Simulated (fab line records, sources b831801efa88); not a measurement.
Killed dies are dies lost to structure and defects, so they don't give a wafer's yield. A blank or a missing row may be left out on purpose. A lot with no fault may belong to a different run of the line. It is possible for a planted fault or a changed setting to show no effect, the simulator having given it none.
The tool behind it: which one? ; flow sky130 ; 12 lots with 36 wafers sampled at 6 steps, on a route of 708 steps

WHAT THE GAUGES READ, wafer by wafer
No reading from a measuring or inspecting step in the record can be judged against a usual standard deviation.

WHICH TOOL RAN EACH LOT (tool, then ch and the chambers of the sampled wafers, then the start)
lot;SKY_DNWELL_COAT_02;SKY_DNWELL_STRIP_08;SKY_CONTACT_CVD_00;SKY_CONTACT_SPUTTER_23;SKY_METAL1_SPUTTER_00;SKY_PAD_OPEN_PROBE_99
L958;litho track-02 ch 0, day 3 13:04;plasma asher-01 ch 0,1, day 3 21:25;pecvd-03 ch 0,1,2, day 31 13:14;pvd sputter-01, day 32 17:09;pvd sputter-04, day 32 17:49;-
L960;litho track-02 ch 0, day 3 13:47;plasma asher-03 ch 0,1, day 3 21:49;pecvd-04 ch 0,1,2, day 31 14:23;pvd sputter-02, day 32 19:14;pvd sputter-01, day 32 19:53;prober-02, day 46 17:07
L964;litho track-02 ch 0, day 4 11:22;plasma asher-02 ch 0,1, day 4 20:04;pecvd-03 ch 0,2, day 33 15:44;pvd sputter-03, day 34 19:40;pvd sputter-04, day 34 20:36;prober-02, day 48 08:07
L965;litho track-02 ch 0, day 4 16:49;plasma asher-01 ch 0,1, day 5 01:34;pecvd-01 ch 0,1, day 33 16:13;pvd sputter-02, day 34 20:36;pvd sputter-01, day 34 21:15;prober-02, day 48 09:31
L973;litho track-02 ch 0, day 6 15:19;plasma asher-01 ch 0,1, day 7 00:49;pecvd-03 ch 0,2, day 35 20:32;pvd sputter-03, day 37 00:11;pvd sputter-04, day 37 00:50;prober-02, day 49 19:35
L974;litho track-02 ch 0, day 6 19:22;plasma asher-02 ch 0,1, day 7 05:01;pecvd-04 ch 1,2, day 36 02:08;pvd sputter-02, day 37 05:03;pvd sputter-01, day 37 05:42;-
L975;litho track-03 ch 0, day 6 19:22;plasma asher-01 ch 0,1, day 7 05:28;pecvd-01 ch 1,2, day 36 06:05;pvd sputter-01, day 37 08:40;pvd sputter-03, day 37 09:19;prober-02, day 50 01:23
L976;litho track-01 ch 0, day 7 00:55;plasma asher-02 ch 0,1, day 7 11:31;pecvd-04 ch 0,1,2, day 36 22:20;pvd sputter-03, day 38 01:13;pvd sputter-03, day 38 01:52;-
L977;litho track-01 ch 0, day 7 08:24;plasma asher-01 ch 0,1, day 7 18:36;pecvd-04 ch 0,1,2, day 36 22:56;pvd sputter-01, day 38 01:42;pvd sputter-01, day 38 02:21;-
L978;litho track-03 ch 0, day 7 14:07;plasma asher-01 ch 0,1, day 8 00:58;pecvd-03 ch 0,2, day 37 09:58;pvd sputter-01, day 38 13:05;pvd sputter-04, day 38 13:45;prober-01, day 50 18:31
L979;litho track-03 ch 0, day 7 22:10;plasma asher-02 ch 0,1, day 8 09:13;pecvd-03 ch 1, day 37 14:44;pvd sputter-03, day 38 17:50;pvd sputter-04, day 38 18:29;-
L980;litho track-01 ch 0, day 8 04:06;plasma asher-02 ch 0,1, day 8 15:22;pecvd-04 ch 0,1,2, day 37 20:04;pvd sputter-01, day 38 23:14;pvd sputter-01, day 38 23:58;-
- SKY_DNWELL_COAT_02: resist thk 3000 nm.
- SKY_DNWELL_STRIP_08: strips in O2/N2.
- SKY_CONTACT_CVD_00: deposits Si3N4, target thk 75 nm.
- SKY_CONTACT_SPUTTER_23: material TiN, target thk 20 nm, time 80 s.
- SKY_METAL1_SPUTTER_00: material Ti, target thk 15 nm, time 10 s.
- SKY_PAD_OPEN_PROBE_99

AS READ BY THE TOOLS THEMSELVES (means over the sampled wafers that have a number; for cases with no such wafer, the mark the record gives instead)
SKY_DNWELL_COAT_02. Usual: spin speed rpm reads 2000.2 rpm (standard deviation 1.3).
lot;tool;spin speed rpm (rpm);flag
L958;litho track-02;1999.6;
L960;litho track-02;2000.5;
L964;litho track-02;1999.0;
L965;litho track-02;1998.2;
L973;litho track-02;2000.3;
L974;litho track-02;2001.3;
L975;litho track-03;2002.1;
L976;litho track-01;2001.1;
L977;litho track-01;2000.6;
L978;litho track-03;2000.6;
L979;litho track-03;2001.4;
L980;litho track-01;2000.6;

SKY_DNWELL_STRIP_08. Usual: drypump motor current A 5.74 A, standard deviation 0.27; oes product au 0.722 a.u., standard deviation 0.0051; strip time to endpoint s 36.92 s, standard deviation 0.11.
lot;tool;drypump motor current A (A);oes product au (a.u.);strip time to endpoint s (s);flag
L958;plasma asher-01;6.05;0.725;37.02;
L960;plasma asher-03;5.56;0.723;36.84;
L964;plasma asher-02;5.68;0.727;36.97;
L965;plasma asher-01;6.19;0.723;37.04;
L973;plasma asher-01;6.09;0.719;26.04;OFF
L974;plasma asher-02;5.66;0.716;26.14;OFF
L975;plasma asher-01;6.10;0.723;36.96;
L976;plasma asher-02;5.66;0.720;36.80;
L977;plasma asher-01;6.17;0.721;36.87;
L978;plasma asher-01;6.18;0.725;36.95;
L979;plasma asher-02;5.73;0.724;37.10;
L980;plasma asher-02;5.73;0.721;36.92;

SKY_CONTACT_CVD_00. Usual: heater power w reads 652 W (standard deviation 76).
lot;tool;heater power w (W);flag
L958;pecvd-03;688;
L960;pecvd-04;662;
L964;pecvd-03;618;
L965;pecvd-01;653;
L973;pecvd-03;687;
L974;pecvd-04;704;
L975;pecvd-01;583;
L976;pecvd-04;691;
L977;pecvd-04;665;
L978;pecvd-03;616;
L979;pecvd-03;678;
L980;pecvd-04;712;

SKY_CONTACT_SPUTTER_23. Usual: throttle valve pct reads 30.1 % (standard deviation 0.9).
lot;tool;throttle valve pct (%);flag
L958;pvd sputter-01;30.6;
L960;pvd sputter-02;29.4;
L964;pvd sputter-03;30.0;
L965;pvd sputter-02;29.9;
L973;pvd sputter-03;30.4;
L974;pvd sputter-02;29.1;
L975;pvd sputter-01;29.3;
L976;pvd sputter-03;30.2;
L977;pvd sputter-01;30.8;
L978;pvd sputter-01;30.1;
L979;pvd sputter-03;29.5;
L980;pvd sputter-01;30.1;

SKY_METAL1_SPUTTER_00. Usual: throttle valve pct reads 30.4 % (standard deviation 0.86).
lot;tool;throttle valve pct (%);flag
L958;pvd sputter-04;29.9;
L960;pvd sputter-01;30.1;
L964;pvd sputter-04;30.5;
L965;pvd sputter-01;30.1;
L973;pvd sputter-04;30.1;
L974;pvd sputter-01;30.9;
L975;pvd sputter-03;30.2;
L976;pvd sputter-03;30.3;
L977;pvd sputter-01;30.2;
L978;pvd sputter-04;31.0;
L979;pvd sputter-04;30.8;
L980;pvd sputter-01;29.9;

SKY_PAD_OPEN_PROBE_99. Usual: killed_at_M0_to_M3 43, standard deviation 7.5; killed_at_M4_up 3.0, standard deviation 1.6; killed at contacts 23, standard deviation 5.8; killed at front end 14, standard deviation 4.8; killed at other 0.3, standard deviation 0.52; killed dies 84, standard deviation 9.1; killed on rim 16, standard deviation 3.4; killed open 47, standard deviation 7.2; killed short 37, standard deviation 5.8.
lot;tool;killed_at_M0_to_M3;killed_at_M4_up;killed at contacts;killed at front end;killed at other;killed dies;killed on rim;killed open;killed short;flag
L960;prober-02;53;4.0;22;12;0.0;91;19;52;38;
L964;prober-02;35;3.7;20;15;0.3;74;12;43;31;
L965;prober-02;46;5.0;24;16;0.0;91;20;47;44;
L973;prober-02;45;3.0;19;17;0.3;85;14;47;38;
L975;prober-02;41;2.3;22;13;1.3;79;16;48;32;
L978;prober-01;48;1.7;14;14;0.3;78;12;41;37;

THE ANSWER, worked out from the rows above alone
Rule: lot off if the mean of its wafers having a number is beyond 3 standard deviations from the usual mean. A lot without any number at a reading at which 4 lots or more have one is off too. Any other lot the step has rows for is counted as sound. First the gauges in route order, then the tools' own readings, where a lot's mean is used as printed above. The first step at which some lot is off is used, and at that step the reading that is off furthest; a lot without a number counts as furthest.
Off: L973, L974 (SKY_DNWELL_STRIP_08, strip time to endpoint s).
If a tool, at that step or one of the process steps before it, ran each lot that is off and ran no sound lot following the first of them, it fits. One fits: SKY_DNWELL_COAT_02 on litho track-02. A fault onset in the window from L965 (day 4 16:49, its last sound lot) to L973 (day 6 15:19, its first lot off) fits.

WHAT THE SIMULATOR HAD PUT IN
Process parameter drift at SKY_DNWELL_COAT_02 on litho track-02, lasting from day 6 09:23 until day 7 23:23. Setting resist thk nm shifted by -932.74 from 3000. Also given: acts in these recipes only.
Struck lots among those shown: L973, L974. The rule above reached the same finding.
